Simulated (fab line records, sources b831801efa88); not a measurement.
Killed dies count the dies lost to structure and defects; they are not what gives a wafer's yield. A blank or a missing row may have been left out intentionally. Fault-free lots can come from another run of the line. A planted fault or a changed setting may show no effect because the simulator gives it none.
The tool behind it: which one? :: flow sky130 :: Sampling: 14 lots, 42 wafers, 2 of 708 route steps

WHAT THE GAUGES SHOWED, per wafer
SKY_CONTACT_CD_MEAS_14 targets a cd of 170 nm.
lot: L591
measured: day 33 02:30
on: cdSem-01
cdNm (nm): 171.1 171.1 170.1

lot: L593
measured: day 33 13:44
on: cdSem-01
cdNm (nm): 169.8 170.2 170.0

lot: L592
measured: day 33 13:43
on: cdSem-02
cdNm (nm): 171.8 170.4 169.9

lot: L597
measured: day 34 22:55
on: cdSem-01
cdNm (nm): 172.6 171.7 172.9

lot: L600
measured: day 36 05:19
on: cdSem-02
cdNm (nm): 169.5 169.6 169.9

lot: L601
measured: day 36 11:32
on: cdSem-01
cdNm (nm): 171.2 170.8 170.7

lot: L602
measured: day 37 00:14
on: cdSem-01
cdNm (nm): 180.4 179.9 180.0

lot: L603
measured: day 37 04:39
on: cdSem-01
cdNm (nm): 180.0 180.6 181.0

lot: L604
measured: day 37 11:56
on: cdSem-02
cdNm (nm): 169.4 171.4 171.0

lot: L607
measured: day 38 10:25
on: cdSem-01
cdNm (nm): 167.4 170.6 169.3

lot: L610
measured: day 39 05:46
on: cdSem-01
cdNm (nm): 167.4 166.9 167.4

lot: L611
measured: day 39 06:36
on: cdSem-01
cdNm (nm): 172.2 171.8 170.9

lot: L612
measured: day 39 13:25
on: cdSem-01
cdNm (nm): 169.9 169.0 168.5

lot: L614
measured: day 39 21:37
on: cdSem-01
cdNm (nm): 170.8 170.5 170.7

WHICH TOOL RAN EACH LOT (tool, then ch and the chambers of the sampled wafers, then the start)
lot: L591
SKY_CONTACT_SOFTBAKE_10: lithoTrack-03 ch 0, day 32 10:00

lot: L593
SKY_CONTACT_SOFTBAKE_10: lithoTrack-03 ch 0, day 32 22:00

lot: L592
SKY_CONTACT_SOFTBAKE_10: lithoTrack-02 ch 0, day 32 23:00

lot: L597
SKY_CONTACT_SOFTBAKE_10: lithoTrack-03 ch 0, day 34 10:00

lot: L600
SKY_CONTACT_SOFTBAKE_10: lithoTrack-01 ch 0, day 35 16:00

lot: L601
SKY_CONTACT_SOFTBAKE_10: lithoTrack-03 ch 0, day 35 22:00

lot: L602
SKY_CONTACT_SOFTBAKE_10: lithoTrack-02 ch 0, day 36 10:00

lot: L603
SKY_CONTACT_SOFTBAKE_10: lithoTrack-02 ch 0, day 36 15:00

lot: L604
SKY_CONTACT_SOFTBAKE_10: lithoTrack-01 ch 0, day 36 23:00

lot: L607
SKY_CONTACT_SOFTBAKE_10: lithoTrack-03 ch 0, day 37 21:00

lot: L610
SKY_CONTACT_SOFTBAKE_10: lithoTrack-02 ch 0, day 38 16:00

lot: L611
SKY_CONTACT_SOFTBAKE_10: lithoTrack-02 ch 0, day 38 18:00

lot: L612
SKY_CONTACT_SOFTBAKE_10: lithoTrack-03 ch 0, day 39 00:00

lot: L614
SKY_CONTACT_SOFTBAKE_10: lithoTrack-01 ch 0, day 39 08:00
- SKY_CONTACT_SOFTBAKE_10: time 90 s.

WHAT THE TOOLS THEMSELVES READ (means of the sampled wafers that have a number; where no wafer has one, the mark that the record gives instead)
SKY_CONTACT_SOFTBAKE_10.
lot: L591
tool: lithoTrack-03
heaterPowerTotalW (W): 57.33
plateTempC (C): 99.99

lot: L593
tool: lithoTrack-03
heaterPowerTotalW (W): 57.40
plateTempC (C): 99.93

lot: L592
tool: lithoTrack-02
heaterPowerTotalW (W): 57.42
plateTempC (C): 99.98

lot: L597
tool: lithoTrack-03
heaterPowerTotalW (W): 57.36
plateTempC (C): 99.97

lot: L600
tool: lithoTrack-01
heaterPowerTotalW (W): 57.40
plateTempC (C): 99.90

lot: L601
tool: lithoTrack-03
heaterPowerTotalW (W): 57.42
plateTempC (C): 100.17

lot: L602
tool: lithoTrack-02
heaterPowerTotalW (W): 68.43
plateTempC (C): 113.71

lot: L603
tool: lithoTrack-02
heaterPowerTotalW (W): 68.42
plateTempC (C): 113.84

lot: L604
tool: lithoTrack-01
heaterPowerTotalW (W): 57.41
plateTempC (C): 99.83

lot: L607
tool: lithoTrack-03
heaterPowerTotalW (W): 57.35
plateTempC (C): 99.82

lot: L610
tool: lithoTrack-02
heaterPowerTotalW (W): 57.33
plateTempC (C): 100.10

lot: L611
tool: lithoTrack-02
heaterPowerTotalW (W): 57.32
plateTempC (C): 99.81

lot: L612
tool: lithoTrack-03
heaterPowerTotalW (W): 57.38
plateTempC (C): 100.01

lot: L614
tool: lithoTrack-01
heaterPowerTotalW (W): 57.38
plateTempC (C): 99.93

THE ANSWER, worked out from the rows above alone
Rule: what is usual is taken from the lots themselves. Put in order of their means at a reading, lots are off if they are a third of the lots or fewer, leave a main group of 4 or more, and stand apart from it by a gap of 3 or more times the standard deviation of the main group's means; of several such gaps the widest counts. A main group is skipped when, at the precision printed for the reading in the tables above, its means are all equal. A lot without any number at a reading at which 4 lots or more have one is off too. All remaining lots with rows at the step are treated as sound. After the gauges, taken in route order, come the tools' own readings; for these a lot's mean is taken, as printed above. At the first step where some lot is off, the reading lying furthest off is the one used; lots without a number count as furthest.
Off, at SKY_CONTACT_CD_MEAS_14 on cdNm: L602, L603. For the main group the mean is 170.2 nm and the standard deviation 1.3.
If a tool, at a process step before that reading, ran all the lots that are off and no sound lot after the first of them, it fits. Not tried: the gauges at SKY_CONTACT_CD_MEAS_14; whatever is off there is also off at SKY_CONTACT_SOFTBAKE_10, on other tools, and gauge error can't account for it. No candidate that was tried fits.

WHAT THE SIMULATOR HAD PUT IN
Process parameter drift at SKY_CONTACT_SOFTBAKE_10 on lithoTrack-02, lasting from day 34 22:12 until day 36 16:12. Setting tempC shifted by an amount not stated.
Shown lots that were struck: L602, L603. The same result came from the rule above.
